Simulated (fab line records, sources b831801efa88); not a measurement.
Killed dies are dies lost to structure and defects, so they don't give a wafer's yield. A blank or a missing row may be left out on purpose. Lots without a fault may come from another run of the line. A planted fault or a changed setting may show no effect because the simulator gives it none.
fab line records | flow sky130
record lots=5 wafers=23
route steps=708 shown FIELD_ISO@4 DNWELL@37 PWDE@53 NWELL@77 VT_ADJUST_LVTN@100 VT_ADJUST_NCORE@125
start_h: hours from the record's first day to the start of the lot's first wafer shown | wait_h: hours since the lot's step before | " the same as in the row above | L1.1+2: a row that stands for several wafers | - no value, or no start given | * or withheld: withheld | < > ~ a bound
route shown NAME@n: a module of which the file shows steps, and the number in the route of the first | usual: mean/standard deviation of fault-free wafers | same: alike in all rows | chamber/n: place in a boat | sites: the reading at each site | _std_site: their standard deviation | _edge_site: outer sites' mean less inner sites' | radius_mm: how far each site lies from the wafer's centre | mask NAME#n: copy n | behind: the tool/chamber that last shaped the wafer | hold: why the lot was held/for how many hours/how that ended | device: the transistor (n, p or np) that didn't switch | end of line: the same wafers' tests at the end of the route | a step without rows: its recipe alone | killed: dies lost to structure and defects at the first sort, not the wafer's yield | map: a wafer's dies, x killed, . not, _ none there
set.NAME: the setting as run; set.NAME@STEP: as run at that earlier step | model.NAME: the simulator's own value behind a step, which no gauge read
lots whose settings were changed on purpose; a table a step, a row a wafer
## steps
# step SKY_FIELD_ISO_CVD_03
# recipe material=Si3N4 precursor=DCS/NH3 target_thk_nm=165 temp_c=770 time_s=2830 pressure_mtorr=250
# columns lot.wafer tool chamber start_h wait_h set.time_s
L074.1+2+3+5+6 - - - 2.1 2435
L075.1+3+4+5+6 - - - 2.5 2437
L076.1+2+5 lpcvd-02 1 24.75 2.1 2830
L083.1+2+3+4+5 - - - 0.6 3063
L085.1+2+3+4+6 - - - 0.6 2612
# step SKY_FIELD_ISO_ETCH_14
# recipe chemistry=N2/H2 target=BARC ion_energy_ev=200 source_w=500 bias_w=100 pressure_mtorr=30 n2_flow_sccm=100 h2_flow_sccm=200 stop_on=SiO2 time_s=45.9 target_depth_a=600
# columns lot.wafer tool chamber start_h wait_h set.ion_energy_ev
L074.1+6 rie_diel-01 2,1 30.01 0.1 208.3
L074.2+3+5 " 0,1,0 " " 200
L075.1+3+6 rie_diel-01 2,0,2 37.25 0.1 193.1
L075.4+5 " 1,0 " " 200
L076.1+2+5 rie_diel-03 0,3,1 42.21 0.1 200
L083.1+3+5 rie_diel-01 1,0,1 75.06 0.1 222.9
L083.2+4 " 2,3 " " 200
L085.1+2+6 rie_diel-01 2,1,3 87.13 0.1 206.3
L085.3+4 " 0,3 " " 200
# step SKY_FIELD_ISO_ETCH_15
# recipe chemistry=CHF3/O2 target_depth_nm=180 stop_on=Si source_w=600 bias_w=200 pressure_mtorr=40 chf3_flow_sccm=50 O2_flow_sccm=5 time_s=72
# usual oes_product_au=0.949/0.0076
# columns lot.wafer tool chamber start_h wait_h set.time_s@FIELD_ISO_CVD_03 oes_product_au
L074.1 rie_diel-01 2 30.05 0.0 2435 0.870
L074.2 " 0 " " 2435 0.854
L074.3 " 1 " " 2435 0.879
L074.5 " 0 " " 2435 0.872
L074.6 " 1 " " 2435 0.866
L075.1 rie_diel-01 2 37.29 0.0 2437 0.872
L075.3 " 0 " " 2437 0.866
L075.4 " 1 " " 2437 0.870
L075.5 " 0 " " 2437 0.883
L075.6 " 2 " " 2437 0.865
L076.1 rie_diel-03 0 42.25 0.0 2830 0.953
L076.2 " 3 " " 2830 0.956
L076.5 " 1 " " 2830 0.959
L083.1 rie_diel-01 1 75.10 0.0 3063 0.992
L083.2 " 2 " " 3063 0.990
L083.3 " 0 " " 3063 0.991
L083.4 " 3 " " 3063 1.003
L083.5 " 1 " " 3063 0.996
L085.1 rie_diel-01 2 87.17 0.0 2612 0.909
L085.2 " 1 " " 2612 0.903
L085.3 " 0 " " 2612 0.897
L085.4 " 3 " " 2612 0.895
L085.6 " 3 " " 2612 0.909
# step SKY_DNWELL_COAT_02
# recipe spin_rpm=2000 resist_thk_nm=3000
# columns lot.wafer tool chamber start_h wait_h set.resist_thk_nm model.coat_of_DNWELL_COAT_02.thk_nm
L074.1 litho_track-03 0 44.48 0.1 3079 3077
L074.2 " 0 " " 3079 3089
L074.3 " 0 " " 3000 3006
L074.5 " 0 " " 3000 3013
L074.6 " 0 " " 3079 3079
L075.1 litho_track-04 0 50.39 0.1 3097 3080
L075.3 " 0 " " 3000 2994
L075.4 " 0 " " 3000 2985
L075.5 " 0 " " 3097 3093
L075.6 " 0 " " 3000 2990
L076.1 litho_track-03 0 57.28 0.1 3000 2996
L076.2 " 0 " " 3000 2998
L076.5 " 0 " " 3000 2990
L083.1 litho_track-03 0 90.53 0.1 2943 2937
L083.2 " 0 " " 2943 2943
L083.3 " 0 " " 3000 2997
L083.4 " 0 " " 3000 3000
L083.5 " 0 " " 3000 2992
L085.1 litho_track-01 0 103.14 0.1 3137 3128
L085.2 " 0 " " 3000 2993
L085.3 " 0 " " 3000 3004
L085.4 " 0 " " 3137 3137
L085.6 " 0 " " 3137 3135
# step SKY_DNWELL_EXPOSE_04
# recipe mask_id=DNM na=0.57 target_cd_nm=3000 dose_mj=222
# columns lot.wafer tool chamber start_h wait_h mask set.dose_mj
L074.1+5+6 iline_stepper-01 0 - - DNM#0 222
L074.2+3 " 0 " " DNM#0 232.1
L075.1+6 iline_stepper-01 0 - - DNM#0 222
L075.3+4+5 " 0 " " DNM#0 217.6
L076.1+2+5 iline_stepper-02 0 - - DNM#0 222
L083.1+3+4 iline_stepper-01 0 - - DNM#0 234.9
L083.2+5 " 0 " " DNM#0 222
L085.1+2+3 iline_stepper-01 0 - - DNM#0 222
L085.4+6 " 0 " " DNM#0 209.2
# step SKY_DNWELL_PEB_05
# recipe temp_c=115 time_s=withheld
# step SKY_DNWELL_DEVELOP_06
# recipe wall_angle_deg=90 developer=TMAH develop_time_s=57.7 dev_temp_c=23
# columns lot.wafer tool chamber start_h wait_h set.resist_thk_nm@DNWELL_COAT_02 set.dose_mj@DNWELL_EXPOSE_04 model.DNWELL.cd_nm
L074.1 litho_track-04 0 - - 3079 222 2980
L074.2 " 0 " " 3079 232.1 2993
L074.3 " 0 " " 3000 232.1 2997
L074.5 " 0 " " 3000 222 2985
L074.6 " 0 " " 3079 222 2981
L075.1 litho_track-01 0 - - 3097 222 2977
L075.3 " 0 " " 3000 217.6 2978
L075.4 " 0 " " 3000 217.6 2976
L075.5 " 0 " " 3097 217.6 2970
L075.6 " 0 " " 3000 222 2980
L076.1 litho_track-04 0 - - 3000 222 2993
L076.2 " 0 " " 3000 222 2994
L076.5 " 0 " " 3000 222 2995
L083.1 litho_track-03 0 - - 2943 234.9 3011
L083.2 " 0 " " 2943 222 2992
L083.3 " 0 " " 3000 234.9 3008
L083.4 " 0 " " 3000 234.9 3006
L083.5 " 0 " " 3000 222 2988
L085.1 litho_track-03 0 - - 3137 222 2990
L085.2 " 0 " " 3000 222 2996
L085.3 " 0 " " 3000 222 2997
L085.4 " 0 " " 3137 209.2 2969
L085.6 " 0 " " 3137 209.2 2971
# step SKY_DNWELL_IMPLANT_07
# recipe species=P energy_kev=withheld dose_cm2=withheld tilt_deg=withheld
# step SKY_DNWELL_STRIP_08
# recipe chemistry=O2/N2 power_w=1400 pressure_mtorr=1500 platen_temp_c=withheld o2_flow_sccm=3000 n2_flow_sccm=300 overash_fraction=0.5
# usual strip_time_to_endpoint_s=36.92/0.099
# columns lot.wafer tool chamber start_h wait_h set.resist_thk_nm@DNWELL_COAT_02 strip_time_to_endpoint_s
L074.1 plasma_asher-03 0 52.24 0.1 3079 37.78
L074.2 " 1 " " 3079 37.92
L074.3 " 0 " " 3000 36.98
L074.5 " 0 " " 3000 37.06
L074.6 " 1 " " 3079 37.82
L075.1 plasma_asher-03 1 58.34 0.1 3097 37.83
L075.3 " 1 " " 3000 36.85
L075.4 " 0 " " 3000 36.74
L075.5 " 1 " " 3097 37.97
L075.6 " 0 " " 3000 36.79
L076.1 plasma_asher-02 0 65.64 0.1 3000 36.87
L076.2 " 1 " " 3000 36.89
L076.5 " 0 " " 3000 36.80
L083.1 plasma_asher-03 1 100.13 0.1 2943 36.21
L083.2 " 0 " " 2943 36.28
L083.3 " 0 " " 3000 36.90
L083.4 " 1 " " 3000 36.92
L083.5 " 1 " " 3000 36.83
L085.1 plasma_asher-02 0 112.73 0.1 3137 38.38
L085.2 " 1 " " 3000 36.83
L085.3 " 0 " " 3000 36.96
L085.4 " 1 " " 3137 38.50
L085.6 " 0 " " 3137 38.45
# step SKY_PWDE_IMPLANT_08
# recipe species=B energy_kev=150 dose_cm2=3.6e+12 tilt_deg=withheld
# columns lot.wafer tool chamber start_h wait_h set.dose_cm2
L074.1+2+3+5+6 implanter-03 0 68.58 0.0 3.6e+12
L075.1+3+4+5+6 implanter-03 0 73.79 0.0 3.6e+12
L076.1+2+5 implanter-02 0 81.93 0.0 3.6e+12
L083.1+3 implanter-04 0 118.69 0.0 3.856e+12
L083.2+4+5 " 0 " " 3.6e+12
L085.1+3+6 implanter-04 0 130.93 0.0 3.706e+12
L085.2+4 " 0 " " 3.6e+12
# step SKY_PWDE_STRIP_09
# recipe chemistry=O2/N2 power_w=1400 pressure_mtorr=1500 platen_temp_c=withheld o2_flow_sccm=3000 n2_flow_sccm=300 overash_fraction=0.5
# step SKY_PWDE_TW_MEAS_10
# usual PWDE_TW=372.3/2.2
# columns lot.wafer tool chamber start_h wait_h set.dose_cm2@PWDE_IMPLANT_08 PWDE_TW
L074.1 film_metro-04 - 68.83 0.1 3.6e+12 367.9
L074.2 " - " " 3.6e+12 368.4
L074.3 " - " " 3.6e+12 370.5
L074.5 " - " " 3.6e+12 367.6
L074.6 " - " " 3.6e+12 369.3
L075.1 film_metro-03 - 74.04 0.1 3.6e+12 375.4
L075.3 " - " " 3.6e+12 376.6
L075.4 " - " " 3.6e+12 375.3
L075.5 " - " " 3.6e+12 374.7
L075.6 " - " " 3.6e+12 374.8
L076.1 film_metro-01 - 82.18 0.1 3.6e+12 372.6
L076.2 " - " " 3.6e+12 372.1
L076.5 " - " " 3.6e+12 373.6
L083.1 film_metro-01 - 118.94 0.1 3.856e+12 377.9
L083.2 " - " " 3.6e+12 371.6
L083.3 " - " " 3.856e+12 380.3
L083.4 " - " " 3.6e+12 373.3
L083.5 " - " " 3.6e+12 371.3
L085.1 film_metro-01 - 131.18 0.1 3.706e+12 377.4
L085.2 " - " " 3.6e+12 373.7
L085.3 " - " " 3.706e+12 377.4
L085.4 " - " " 3.6e+12 373.1
L085.6 " - " " 3.706e+12 377.7
# step SKY_NWELL_IMPLANT_24
# recipe species=B energy_kev=140 dose_cm2=9.2e+12 tilt_deg=withheld
# columns lot.wafer tool chamber start_h wait_h set.dose_cm2
L074.1+2+3+5+6 implanter-04 0 102.57 0.0 9.2e+12
L075.1+4+5 implanter-01 0 109.07 0.0 9.2e+12
L075.3+6 " 0 " " 9.008e+12
L076.1+2+5 implanter-01 0 118.34 0.0 9.2e+12
L083.1+2+3+4+5 implanter-03 0 157.39 0.0 9.2e+12
L085.1+3+4 implanter-03 0 170.87 0.0 9.667e+12
L085.2+6 " 0 " " 9.2e+12
# step SKY_NWELL_STRIP_25
# recipe chemistry=O2/N2 power_w=1400 pressure_mtorr=1500 platen_temp_c=withheld o2_flow_sccm=3000 n2_flow_sccm=300 overash_fraction=0.5
# step SKY_NWELL_RS_MEAS_31
# recipe thk_meas_gauge=four-point-probe
# usual PWDE_RS=5266/23
# columns lot.wafer tool chamber start_h wait_h set.dose_cm2@PWDE_IMPLANT_08 PWDE_RS[ohm/sq]
L074.1 film_metro-04 - 103.27 0.1 3.6e+12 5277
L074.2 " - " " 3.6e+12 5282
L074.3 " - " " 3.6e+12 5269
L074.5 " - " " 3.6e+12 5266
L074.6 " - " " 3.6e+12 5269
L075.1 film_metro-01 - 109.77 0.1 3.6e+12 5249
L075.3 " - " " 3.6e+12 5244
L075.4 " - " " 3.6e+12 5241
L075.5 " - " " 3.6e+12 5271
L075.6 " - " " 3.6e+12 5252
L076.1 film_metro-03 - 119.14 0.1 3.6e+12 5281
L076.2 " - " " 3.6e+12 5270
L076.5 " - " " 3.6e+12 5274
L083.1 film_metro-04 - 158.10 0.1 3.856e+12 5030
L083.2 " - " " 3.6e+12 5291
L083.3 " - " " 3.856e+12 5022
L083.4 " - " " 3.6e+12 5315
L083.5 " - " " 3.6e+12 5298
L085.1 film_metro-03 - 171.57 0.1 3.706e+12 5114
L085.2 " - " " 3.6e+12 5229
L085.3 " - " " 3.706e+12 5129
L085.4 " - " " 3.6e+12 5221
L085.6 " - " " 3.706e+12 5128
# step SKY_VT_ADJUST_LVTN_SOFTBAKE_03
# recipe temp_c=110 time_s=withheld
# columns lot.wafer tool chamber start_h wait_h set.temp_c
L074.1+2+3+5+6 litho_track-03 0 130.48 0.1 110
L075.1+4+6 litho_track-03 0 138.63 0.1 110
L075.3+5 " 0 " " 108.3
L076.1+2+5 litho_track-03 0 147.23 0.1 110
L083.1+4+5 litho_track-03 0 189.48 0.1 110
L083.2+3 " 0 " " 107.7
L085.1+2 litho_track-04 0 203.39 0.1 110
L085.3+4+6 " 0 " " 106.6
# step SKY_VT_ADJUST_LVTN_EXPOSE_04
# recipe mask_id=NWM_COMPLEMENT_LESS_NATIVE na=0.6 source_shape=conventional sigma_outer=0.6 polarization=unpolarized target_cd_nm=840 dose_mj=194
# step SKY_VT_ADJUST_LVTN_PEB_05
# recipe temp_c=115 time_s=withheld
# step SKY_VT_ADJUST_LVTN_DEVELOP_06
# recipe wall_angle_deg=90 developer=TMAH develop_time_s=60 dev_temp_c=23
# columns lot.wafer tool chamber start_h wait_h set.temp_c@VT_ADJUST_LVTN_SOFTBAKE_03 model.coat_of_VT_ADJUST_LVTN_COAT_02.thk_nm
L074.1+5 litho_track-01 0 - - 110 2990
L074.2 " 0 " " 110 2991
L074.3 " 0 " " 110 2980
L074.6 " 0 " " 110 2985
L075.1 litho_track-01 0 - - 110 2996
L075.3 " 0 " " 108.3 3010
L075.4 " 0 " " 110 2985
L075.5 " 0 " " 108.3 3013
L075.6 " 0 " " 110 2997
L076.1 litho_track-01 0 - - 110 2997
L076.2+5 " 0 " " 110 2999
L083.1 litho_track-04 0 - - 110 2990
L083.2 " 0 " " 107.7 3013
L083.3 " 0 " " 107.7 3014
L083.4 " 0 " " 110 2996
L083.5 " 0 " " 110 2994
L085.1 litho_track-03 0 - - 110 2988
L085.2 " 0 " " 110 2972
L085.3 " 0 " " 106.6 3008
L085.4 " 0 " " 106.6 3006
L085.6 " 0 " " 106.6 3017
# step SKY_VT_ADJUST_LVTN_IMPLANT_08
# recipe species=B energy_kev=30 dose_cm2=1.57e+12 tilt_deg=withheld
# step SKY_VT_ADJUST_LVTN_STRIP_09
# recipe chemistry=O2/N2 power_w=1400 pressure_mtorr=1500 platen_temp_c=withheld o2_flow_sccm=3000 n2_flow_sccm=300 overash_fraction=0.5
# usual strip_time_to_endpoint_s=36.88/0.097
# columns lot.wafer tool chamber start_h wait_h set.temp_c@VT_ADJUST_LVTN_SOFTBAKE_03 strip_time_to_endpoint_s
L074.1 plasma_asher-04 0 139.77 0.1 110 36.85
L074.2 " 1 " " 110 36.88
L074.3 " 1 " " 110 36.71
L074.5 " 1 " " 110 36.85
L074.6 " 0 " " 110 36.79
L075.1 plasma_asher-03 0 148.57 0.1 110 36.92
L075.3 " 1 " " 108.3 37.07
L075.4 " 0 " " 110 36.78
L075.5 " 1 " " 108.3 37.13
L075.6 " 0 " " 110 36.94
L076.1 plasma_asher-03 0 157.62 0.1 110 36.93
L076.2 " 1 " " 110 36.95
L076.5 " 1 " " 110 36.96
L083.1 plasma_asher-04 0 200.68 0.1 110 36.82
L083.2 " 1 " " 107.7 37.12
L083.3 " 0 " " 107.7 37.13
L083.4 " 1 " " 110 36.92
L083.5 " 1 " " 110 36.90
L085.1 plasma_asher-03 1 215.16 0.1 110 36.84
L085.2 " 0 " " 110 36.63
L085.3 " 1 " " 106.6 37.06
L085.4 " 0 " " 106.6 37.02
L085.6 " 0 " " 106.6 37.16
# step SKY_VT_ADJUST_LVTN_COAT_13
# recipe resist=NOVOLAK spin_rpm=3000 resist_thk_nm=1140
# columns lot.wafer tool chamber start_h wait_h set.spin_rpm model.NOVOLAK_of_VT_ADJUST_LVTN_COAT_13.thk_nm
L074.1+6 litho_track-03 0 149.43 0.1 3000 1139
L074.2 " 0 " " 2925 1154
L074.3 " 0 " " 3000 1138
L074.5 " 0 " " 2925 1155
L075.1 litho_track-03 0 158.38 0.1 3000 1142
L075.3 " 0 " " 2887 1162
L075.4 " 0 " " 2887 1166
L075.5 " 0 " " 3000 1140
L075.6 " 0 " " 2887 1163
L076.1 litho_track-01 0 166.89 0.1 3000 1147
L076.2 " 0 " " 3000 1149
L076.5 " 0 " " 3000 1146
L083.1 litho_track-04 0 211.29 0.1 2896 1153
L083.2 " 0 " " 2896 1155
L083.3 " 0 " " 2896 1154
L083.4 " 0 " " 3000 1136
L083.5 " 0 " " 3000 1134
L085.1+6 litho_track-01 0 226.49 0.1 3000 1140
L085.2 " 0 " " 3148 1115
L085.3 " 0 " " 3148 1117
L085.4 " 0 " " 3000 1142
# step SKY_VT_ADJUST_LVTN_SOFTBAKE_14
# recipe temp_c=90 time_s=60 resist=NOVOLAK
# columns lot.wafer tool chamber start_h wait_h set.time_s
L074.1+2+5 litho_track-03 0 149.58 0.1 60
L074.3+6 " 0 " " 67.6
L075.1+6 litho_track-03 0 158.53 0.1 60
L075.3+4+5 " 0 " " 53.61
L076.1+2+5 litho_track-01 0 167.04 0.1 60
L083.1+2+3+4+5 litho_track-04 0 211.44 0.1 60
L085.1+2+3+4+6 litho_track-01 0 226.64 0.1 60
# step SKY_VT_ADJUST_LVTN_EXPOSE_15
# recipe mask_id=HVN_STD_DERIVED na=0.6 source_shape=conventional sigma_outer=0.6 polarization=unpolarized target_cd_nm=600 dose_mj=163
# step SKY_VT_ADJUST_LVTN_PEB_16
# recipe temp_c=withheld time_s=* resist=NOVOLAK
# step SKY_VT_ADJUST_LVTN_DEVELOP_17
# recipe resist=NOVOLAK developer=TMAH develop_time_s=60 dev_temp_c=21.94
# columns lot.wafer tool chamber start_h wait_h set.spin_rpm@VT_ADJUST_LVTN_COAT_13 model.NOVOLAK_of_VT_ADJUST_LVTN_COAT_13.thk_nm
L074.1 litho_track-03 0 159.48 0.1 3000 1139
L074.2 " 0 " " 2925 1153
L074.3 " 0 " " 3000 1135
L074.5 " 0 " " 2925 1154
L074.6 " 0 " " 3000 1136
L075.1+5 litho_track-04 0 168.34 0.1 3000 1142
L075.3 " 0 " " 2887 1164
L075.4 " 0 " " 2887 1168
L075.6 " 0 " " 2887 1162
L076.1 litho_track-04 0 177.94 0.1 3000 1147
L076.2 " 0 " " 3000 1149
L076.5 " 0 " " 3000 1145
L083.1 litho_track-03 0 222.68 0.1 2896 1152
L083.2 " 0 " " 2896 1155
L083.3 " 0 " " 2896 1154
L083.4 " 0 " " 3000 1136
L083.5 " 0 " " 3000 1133
L085.1+6 litho_track-01 0 237.74 0.1 3000 1140
L085.2 " 0 " " 3148 1115
L085.3 " 0 " " 3148 1116
L085.4 " 0 " " 3000 1142
# step SKY_VT_ADJUST_LVTN_IMPLANT_19
# recipe species=B energy_kev=30 dose_cm2=6.5e+11 tilt_deg=withheld
# step SKY_VT_ADJUST_LVTN_STRIP_20
# recipe chemistry=O2/N2 power_w=1400 pressure_mtorr=1500 platen_temp_c=withheld o2_flow_sccm=3000 n2_flow_sccm=300 overash_fraction=0.5
# usual strip_time_to_endpoint_s=14.18/0.052
# columns lot.wafer tool chamber start_h wait_h set.spin_rpm@VT_ADJUST_LVTN_COAT_13 strip_time_to_endpoint_s
L074.1 plasma_asher-03 1 159.82 0.1 3000 14.16
L074.2 " 0 " " 2925 14.31
L074.3 " 0 " " 3000 14.11
L074.5 " 0 " " 2925 14.33
L074.6 " 1 " " 3000 14.14
L075.1 plasma_asher-04 0 168.68 0.1 3000 14.20
L075.3 " 0 " " 2887 14.42
L075.4 " 1 " " 2887 14.47
L075.5 " 1 " " 3000 14.22
L075.6 " 0 " " 2887 14.41
L076.1 plasma_asher-03 1 178.28 0.1 3000 14.26
L076.2 " 0 " " 3000 14.29
L076.5 " 0 " " 3000 14.26
L083.1 plasma_asher-02 1 223.01 0.1 2896 14.31
L083.2 " 0 " " 2896 14.32
L083.3 " 1 " " 2896 14.31
L083.4 " 0 " " 3000 14.15
L083.5 " 1 " " 3000 14.12
L085.1 plasma_asher-03 0 238.07 0.1 3000 14.17
L085.2 " 1 " " 3148 13.89
L085.3 " 1 " " 3148 13.90
L085.4 " 0 " " 3000 14.19
L085.6 " 0 " " 3000 14.17
# step SKY_VT_ADJUST_NCORE_DEVELOP_06
# recipe resist=NOVOLAK developer=TMAH develop_time_s=60 dev_temp_c=23
# columns lot.wafer tool chamber start_h wait_h set.dev_temp_c
L074.1+2+6 litho_track-04 0 180.64 0.1 23
L074.3+5 " 0 " " 19.75
L075.1+3+4+5+6 litho_track-02 0 189.01 0.1 23
L076.1+2+5 litho_track-02 0 199.11 0.1 23
L083.1+5 litho_track-02 0 245.36 0.1 23
L083.2+3+4 " 0 " " 25.23
L085.1+2+3+4+6 litho_track-02 0 261.51 0.1 23
# step SKY_VT_ADJUST_NCORE_CD_MEAS_07
# recipe target_cd_nm=380
# usual cd_nm=380.8/2.7
# columns lot.wafer tool chamber start_h wait_h set.dev_temp_c@VT_ADJUST_NCORE_DEVELOP_06 cd_nm
L074.1 cd_sem-02 - 180.79 0.1 23 378.6
L074.2 " - " " 23 378.3
L074.3 " - " " 19.75 388.7
L074.5 " - " " 19.75 388.2
L074.6 " - " " 23 380.7
L075.1 cd_sem-02 - 189.16 0.1 23 374.1
L075.3 " - " " 23 376.6
L075.4 " - " " 23 379.8
L075.5 " - " " 23 378.8
L075.6 " - " " 23 378.9
L076.1 cd_sem-02 - 199.26 0.1 23 379.5
L076.2 " - " " 23 379.8
L076.5 " - " " 23 380.8
L083.1 cd_sem-01 - 245.51 0.1 23 381.3
L083.2 " - " " 25.23 373.7
L083.3 " - " " 25.23 372.8
L083.4 " - " " 25.23 374.7
L083.5 " - " " 23 380.7
L085.1 cd_sem-01 - 261.66 0.1 23 386.3
L085.2 " - " " 23 385.5
L085.3 " - " " 23 385.8
L085.4 " - " " 23 385.6
L085.6 " - " " 23 386.1
## key
split step=SKY_FIELD_ISO_CVD_03 setting=time_s stated=2830 by=lot
response step=SKY_FIELD_ISO_ETCH_15 reading=oes_product_au change=+0.00571 per=1% r=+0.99
split step=SKY_FIELD_ISO_ETCH_14 setting=ion_energy_ev stated=200 by=wafer
response none clear
split step=SKY_DNWELL_COAT_02 setting=resist_thk_nm stated=3000 by=wafer
response step=SKY_DNWELL_COAT_02 reading=model.coat_of_DNWELL_COAT_02.thk_nm change=+29.2 per=1% r=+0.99
response step=SKY_DNWELL_STRIP_08 reading=strip_time_to_endpoint_s change=* per=1% r=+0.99
response step=SKY_DNWELL_DEVELOP_06 reading=model.DNWELL.cd_nm slope=-1.73 per=1% together_with=dose_mj@DNWELL_EXPOSE_04 explained=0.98
split step=SKY_DNWELL_EXPOSE_04 setting=dose_mj stated=222 by=wafer
response step=SKY_DNWELL_DEVELOP_06 reading=model.DNWELL.cd_nm change=+3.44 per=1% r=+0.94
split step=SKY_PWDE_IMPLANT_08 setting=dose_cm2 stated=3.6e+12 by=wafer
response step=SKY_PWDE_TW_MEAS_10 reading=PWDE_TW change=+1.05 per=1% r=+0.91
response step=SKY_NWELL_RS_MEAS_31 reading=PWDE_RS change=-38 per=1% r=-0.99
split step=SKY_NWELL_IMPLANT_24 setting=dose_cm2 stated=9.2e+12 by=wafer
response none clear
split step=SKY_VT_ADJUST_LVTN_SOFTBAKE_03 setting=temp_c stated=110 by=wafer
response step=SKY_VT_ADJUST_LVTN_DEVELOP_06 reading=model.coat_of_VT_ADJUST_LVTN_COAT_02.thk_nm change=-10.2 per=1% r=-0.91
response step=SKY_VT_ADJUST_LVTN_STRIP_09 reading=strip_time_to_endpoint_s change=* per=1% r=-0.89
split step=SKY_VT_ADJUST_LVTN_COAT_13 setting=spin_rpm stated=3000 by=wafer
response step=SKY_VT_ADJUST_LVTN_COAT_13 reading=model.NOVOLAK_of_VT_ADJUST_LVTN_COAT_13.thk_nm change=-5.5 per=1% r=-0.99
response step=SKY_VT_ADJUST_LVTN_DEVELOP_17 reading=model.NOVOLAK_of_VT_ADJUST_LVTN_COAT_13.thk_nm change=-5.6 per=1% r=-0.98
response step=SKY_VT_ADJUST_LVTN_STRIP_20 reading=strip_time_to_endpoint_s change=* per=1% r=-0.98
split step=SKY_VT_ADJUST_LVTN_SOFTBAKE_14 setting=time_s stated=60 by=wafer
response none clear
split step=SKY_VT_ADJUST_NCORE_DEVELOP_06 setting=dev_temp_c stated=23 by=wafer
response step=SKY_VT_ADJUST_NCORE_CD_MEAS_07 reading=cd_nm change=-0.687 per=1% r=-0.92
